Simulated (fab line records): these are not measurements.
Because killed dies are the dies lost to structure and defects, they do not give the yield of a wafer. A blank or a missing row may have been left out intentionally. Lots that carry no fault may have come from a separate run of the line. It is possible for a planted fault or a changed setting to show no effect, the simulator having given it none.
Which tool did it? / flow gf180mcu / 11 lots, 33 wafers sampled, at 5 steps of a route of 602

## WHAT THE GAUGES READ, wafer by wafer
GF_V2_THK_MEAS_03.
lot=L125; measured=day 19 15:02; on=film-metro-02; V2_CVD_02_THK (nm)=867 865 877
lot=L127; measured=day 20 03:03; on=film-metro-01; V2_CVD_02_THK (nm)=855 870 870
lot=L126; measured=day 20 08:23; on=film-metro-02; V2_CVD_02_THK (nm)=840 845 850
lot=L133; measured=day 21 21:46; on=film-metro-04; V2_CVD_02_THK (nm)=868 852 857
lot=L132; measured=day 21 23:46; on=film-metro-04; V2_CVD_02_THK (nm)=853 853 849
lot=L135; measured=day 23 05:10; on=film-metro-04; V2_CVD_02_THK (nm)=844 862 860
lot=L144; measured=day 26 00:06; on=film-metro-02; V2_CVD_02_THK (nm)=837 837 855
lot=L145; measured=day 26 07:43; on=film-metro-01; V2_CVD_02_THK (nm)=848 859 857
lot=L146; measured=day 26 10:12; on=film-metro-04; V2_CVD_02_THK (nm)=845 849 863
lot=L147; measured=day 26 18:52; on=film-metro-02; V2_CVD_02_THK (nm)=847 839 853
lot=L148; measured=day 26 23:23; on=film-metro-01; V2_CVD_02_THK (nm)=832 844 857

GF_V2_RS_MEAS_24: a four-point-probe measurement.
lot=L125; measured=day 20 17:20; on=film-metro-04; V2_W_RS (ohm/sq)=0.324 0.324 0.331
lot=L127; measured=day 21 04:44; on=film-metro-02; V2_W_RS (ohm/sq)=0.332 0.332 0.332
lot=L126; measured=day 21 10:49; on=film-metro-02; V2_W_RS (ohm/sq)=0.319 0.325 0.326
lot=L133; measured=day 22 22:59; on=film-metro-04; V2_W_RS (ohm/sq)=0.833 0.840 0.827
lot=L132; measured=day 23 00:18; on=film-metro-01; V2_W_RS (ohm/sq)=0.849 0.834 0.838
lot=L135; measured=day 24 04:34; on=film-metro-04; V2_W_RS (ohm/sq)=0.328 0.328 0.330
lot=L144; measured=day 26 21:55; on=film-metro-04; V2_W_RS (ohm/sq)=0.332 0.333 0.336
lot=L145; measured=day 27 05:35; on=film-metro-02; V2_W_RS (ohm/sq)=0.334 0.324 0.323
lot=L146; measured=day 27 07:08; on=film-metro-04; V2_W_RS (ohm/sq)=0.325 0.327 0.326
lot=L147; measured=day 27 16:02; on=film-metro-01; V2_W_RS (ohm/sq)=0.322 0.332 0.320
lot=L148; measured=day 27 20:52; on=film-metro-01; V2_W_RS (ohm/sq)=0.327 0.328 0.329

GF_V2_THK_MEAS_25: measures by xrf.
lot=L125; measured=day 20 17:26; on=film-metro-04; V2_W_THK (nm)=336 338 329
lot=L127; measured=day 21 04:51; on=film-metro-02; V2_W_THK (nm)=332 335 336
lot=L126; measured=day 21 10:56; on=film-metro-02; V2_W_THK (nm)=351 342 341
lot=L133; measured=day 22 23:05; on=film-metro-04; V2_W_THK (nm)=136 135 137
lot=L132; measured=day 23 00:24; on=film-metro-01; V2_W_THK (nm)=133 135 134
lot=L135; measured=day 24 04:41; on=film-metro-04; V2_W_THK (nm)=336 337 331
lot=L144; measured=day 26 22:02; on=film-metro-04; V2_W_THK (nm)=332 330 328
lot=L145; measured=day 27 05:41; on=film-metro-02; V2_W_THK (nm)=329 344 341
lot=L146; measured=day 27 07:16; on=film-metro-04; V2_W_THK (nm)=337 336 336
lot=L147; measured=day 27 16:10; on=film-metro-01; V2_W_THK (nm)=338 330 342
lot=L148; measured=day 27 20:59; on=film-metro-01; V2_W_THK (nm)=338 335 334

## TOOL THAT RAN EACH LOT (tool first, then ch and the chambers of the sampled wafers, then the start)
lot=L125; GF_V2_STRIP_18=plasma-asher-03 ch 0,1, day 20 16:15; GF_V2_CVD_23=cvd-w-02 ch 0,1, day 20 17:13
lot=L127; GF_V2_STRIP_18=plasma-asher-04 ch 0,1, day 21 03:58; GF_V2_CVD_23=cvd-w-01 ch 0,1, day 21 04:37
lot=L126; GF_V2_STRIP_18=plasma-asher-03 ch 0,1, day 21 09:34; GF_V2_CVD_23=cvd-w-02 ch 1, day 21 10:36
lot=L133; GF_V2_STRIP_18=plasma-asher-03 ch 0,1, day 22 22:14; GF_V2_CVD_23=cvd-w-01 ch 0,1, day 22 22:52
lot=L132; GF_V2_STRIP_18=plasma-asher-03 ch 0,1, day 22 23:32; GF_V2_CVD_23=cvd-w-01 ch 0,1, day 23 00:11
lot=L135; GF_V2_STRIP_18=plasma-asher-04 ch 0, day 24 03:43; GF_V2_CVD_23=cvd-w-02 ch 0,1, day 24 04:26
lot=L144; GF_V2_STRIP_18=plasma-asher-03 ch 0,1, day 26 21:10; GF_V2_CVD_23=cvd-w-01 ch 0,1, day 26 21:49
lot=L145; GF_V2_STRIP_18=plasma-asher-03 ch 0,1, day 27 04:49; GF_V2_CVD_23=cvd-w-02 ch 0,1, day 27 05:26
lot=L146; GF_V2_STRIP_18=plasma-asher-03 ch 0,1, day 27 06:22; GF_V2_CVD_23=cvd-w-01 ch 0, day 27 07:01
lot=L147; GF_V2_STRIP_18=plasma-asher-03 ch 0,1, day 27 15:17; GF_V2_CVD_23=cvd-w-02 ch 0,1, day 27 15:56
lot=L148; GF_V2_STRIP_18=plasma-asher-03 ch 0,1, day 27 20:07; GF_V2_CVD_23=cvd-w-01 ch 0,1, day 27 20:44
- GF_V2_STRIP_18: strips in O2/N2.
- GF_V2_CVD_23: deposits W, target thk 350 nm, time 104.94 s.

## WHAT THE TOOLS THEMSELVES READ (means of the sampled wafers that have a number; where no wafer has one, the mark that the record gives instead)
GF_V2_STRIP_18.
lot=L125; tool=plasma-asher-03; drypump-motor-current-A (A)=5.9; heater-power-w (W)=295; oes-product-au (a.u.)=0.593
lot=L127; tool=plasma-asher-04; drypump-motor-current-A (A)=5.9; heater-power-w (W)=352; oes-product-au (a.u.)=0.594
lot=L126; tool=plasma-asher-03; drypump-motor-current-A (A)=5.9; heater-power-w (W)=296; oes-product-au (a.u.)=0.591
lot=L133; tool=plasma-asher-03; drypump-motor-current-A (A)=5.9; heater-power-w (W)=297; oes-product-au (a.u.)=0.589
lot=L132; tool=plasma-asher-03; drypump-motor-current-A (A)=5.9; heater-power-w (W)=299; oes-product-au (a.u.)=0.596
lot=L135; tool=plasma-asher-04; drypump-motor-current-A (A)=5.4; heater-power-w (W)=317; oes-product-au (a.u.)=0.592
lot=L144; tool=plasma-asher-03; drypump-motor-current-A (A)=5.9; heater-power-w (W)=297; oes-product-au (a.u.)=0.592
lot=L145; tool=plasma-asher-03; drypump-motor-current-A (A)=6.2; heater-power-w (W)=299; oes-product-au (a.u.)=0.588
lot=L146; tool=plasma-asher-03; drypump-motor-current-A (A)=6.2; heater-power-w (W)=296; oes-product-au (a.u.)=0.598
lot=L147; tool=plasma-asher-03; drypump-motor-current-A (A)=6.2; heater-power-w (W)=296; oes-product-au (a.u.)=0.595
lot=L148; tool=plasma-asher-03; drypump-motor-current-A (A)=6.3; heater-power-w (W)=292; oes-product-au (a.u.)=0.585

GF_V2_CVD_23.
lot=L125; tool=cvd-w-02; heater-power-w (W)=881
lot=L127; tool=cvd-w-01; heater-power-w (W)=861
lot=L126; tool=cvd-w-02; heater-power-w (W)=826
lot=L133; tool=cvd-w-01; heater-power-w (W)=906
lot=L132; tool=cvd-w-01; heater-power-w (W)=908
lot=L135; tool=cvd-w-02; heater-power-w (W)=891
lot=L144; tool=cvd-w-01; heater-power-w (W)=908
lot=L145; tool=cvd-w-02; heater-power-w (W)=901
lot=L146; tool=cvd-w-01; heater-power-w (W)=820
lot=L147; tool=cvd-w-02; heater-power-w (W)=899
lot=L148; tool=cvd-w-01; heater-power-w (W)=865

## THE ANSWER, worked out from the rows above alone
Rule: the usual values come from the lots themselves. The widest of any qualifying gaps counts: lots, ordered by their means at a reading, are off when they make up no more than a third of the lots, leave a main group of 4 or more, and stand apart from it by 3 or more times the standard deviation of that group's means. If all means in a main group match to the digits the tables above print for the reading, that group is not used. Also off: a lot with no number at a reading for which 4 or more lots have one. The other lots that the step has rows for count as sound. After the gauges, taken in route order, come the tools' own readings; for these a lot's mean is taken, as printed above. The first step at which some lot is off is used, and at that step the reading that is off furthest; a lot without a number counts as furthest.
Off: L133, L132, at GF_V2_RS_MEAS_24 (V2_W_RS). For the main group the mean is 0.328 ohm/sq and the standard deviation 0.0031.
A tool fits if, at a process step before that reading, it ran every lot that is off, and no sound lot after the first of them. The gauges at GF_V2_RS_MEAS_24 are tried like those tools. None of those tried fits.

## WHAT THE SIMULATOR HAD INSERTED
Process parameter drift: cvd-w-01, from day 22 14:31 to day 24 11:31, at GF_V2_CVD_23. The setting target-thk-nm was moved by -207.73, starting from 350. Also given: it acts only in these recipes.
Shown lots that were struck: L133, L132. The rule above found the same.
